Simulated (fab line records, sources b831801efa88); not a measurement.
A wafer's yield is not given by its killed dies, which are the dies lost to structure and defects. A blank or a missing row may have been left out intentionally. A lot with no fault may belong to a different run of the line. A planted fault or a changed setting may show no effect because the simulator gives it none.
Split-lot experiment | flow sfq-line | route with 325 steps; 5 lots, 23 wafers read

## ON THE SPLIT
At SFQ_TRILAYER_M6_ETCH_METAL_ETCH_162 (etches Nb in Cl2/Ar, stops on SiO2, target depth 240 nm, time 120 s), the setting time-s was moved away from the recipe's 120 s on 7 of the 23 wafers read, by -4.3% to +13.2%. This setting was run at the recipe's value on the other wafers.

The reading is taken at the split's own step.

## THE READING
KrF_of_TRILAYER_M6_LITHO_COAT_159.thk-nm (the simulator's own value, which no gauge read), in nm, at SFQ_TRILAYER_M6_ETCH_METAL_ETCH_162 (etches Nb in Cl2/Ar, stops on SiO2, target depth 240 nm, time 120 s). There is no usual value for it anywhere in the file. Across the 16 wafers here that went through the recipe, the average is 379.6 nm and the standard deviation 3.4 nm.

wafer  | tool, chamber at the split | time-s as run, s | against the recipe | KrF_of_TRILAYER_M6_LITHO_COAT_159.thk-nm, nm | against lot-mates on the recipe
L074.3 | rie-metal-02, 1            | 120              | recipe             | 382.5                                        | -
L074.4 | rie-metal-02, 0            | 120              | recipe             | 379.4                                        | -
L074.5 | rie-metal-02, 0            | 120              | recipe             | 380.3                                        | -
L078.1 | rie-metal-01, 0            | 114.8            | -4.3%              | 388.8                                        | +9.0
L078.2 | rie-metal-01, 1            | 120              | recipe             | 378.4                                        | -
L078.4 | rie-metal-01, 1            | 120              | recipe             | 378.9                                        | -
L078.5 | rie-metal-01, 1            | 114.8            | -4.3%              | 385.8                                        | +6.0
L078.6 | rie-metal-01, 0            | 120              | recipe             | 382.2                                        | -
L079.1 | rie-metal-02, 1            | 120              | recipe             | 386.2                                        | -
L079.2 | rie-metal-02, 0            | 120              | recipe             | 378.4                                        | -
L079.3 | rie-metal-02, 1            | 120              | recipe             | 383.3                                        | -
L079.4 | rie-metal-02, 0            | 120              | recipe             | 380.9                                        | -
L079.6 | rie-metal-02, 1            | 120              | recipe             | 384.3                                        | -
L083.1 | rie-metal-01, 1            | 120              | recipe             | 376.8                                        | -
L083.2 | rie-metal-01, 1            | 135.8            | +13.2%             | 360.8                                        | -15.3
L083.4 | rie-metal-01, 1            | 120              | recipe             | 375.5                                        | -
L083.5 | rie-metal-01, 1            | 135.8            | +13.2%             | 358.9                                        | -17.2
L083.6 | rie-metal-01, 1            | 135.8            | +13.2%             | 358.6                                        | -17.5
L084.1 | rie-metal-01, 1            | 129.9            | +8.3%              | 362.9                                        | -12.4
L084.2 | rie-metal-01, 1            | 129.9            | +8.3%              | 361.7                                        | -13.6
L084.3 | rie-metal-01, 1            | 120              | recipe             | 374.5                                        | -
L084.4 | rie-metal-01, 1            | 120              | recipe             | 376.7                                        | -
L084.5 | rie-metal-01, 1            | 120              | recipe             | 374.6                                        | -

FIT RESULTS
A straight line over all 23 wafers: KrF_of_TRILAYER_M6_LITHO_COAT_159.thk-nm changes by -1.65 nm for each +1% of time-s; r = -0.94; the points scatter about the line by 3.3 nm.
The same after taking each lot's own level away (the mean of its wafers on the recipe; 23 wafers): -1.36 nm for each +1%; r = -0.97; scatter 1.9 nm.
That fit puts the effect of the largest move of time-s on the reading at 18 nm.
The span of the lots' own levels, 375.27 to 382.62 nm, comes to 2.2 times the standard deviation stated above.
So the lot-to-lot level changes the slope: the two fits differ.
Check: for one of the wafers moved furthest among these (+13.2%), held out of the fit, the line's prediction against its lot-mates is -18.6 nm. Against them it came out at -15.3 nm.

## THESE WAFERS: OTHER SPLITS
Other splits were also applied to these wafers ahead of the reading. Each is held against what the fit with the lots' levels taken away leaves over:
other split on the same wafers                 | wafers away from the commonest value | r with KrF_of_TRILAYER_M6_LITHO_COAT_159.thk-nm (lot level and that fit taken away)
SFQ_TRILAYER_M5_BARC_OPEN_METAL_ETCH_161 icp-w | 11                                   | -0.35
SFQ_TRILAYER_C5_LITHO_COAT_151 resist-thk-nm   | 7                                    | -0.39
SFQ_TRILAYER_C5_BARC_OPEN_VIA_ETCH_210 time-s  | 8                                    | -0.19
SFQ_TRILAYER_M6_LITHO_COAT_164 resist-thk-nm   | 7                                    | +0.32

## FILE'S OWN FIT
KrF_of_TRILAYER_M6_LITHO_COAT_159.thk-nm changes by -1.38 nm for each +1% of time-s, r = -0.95.
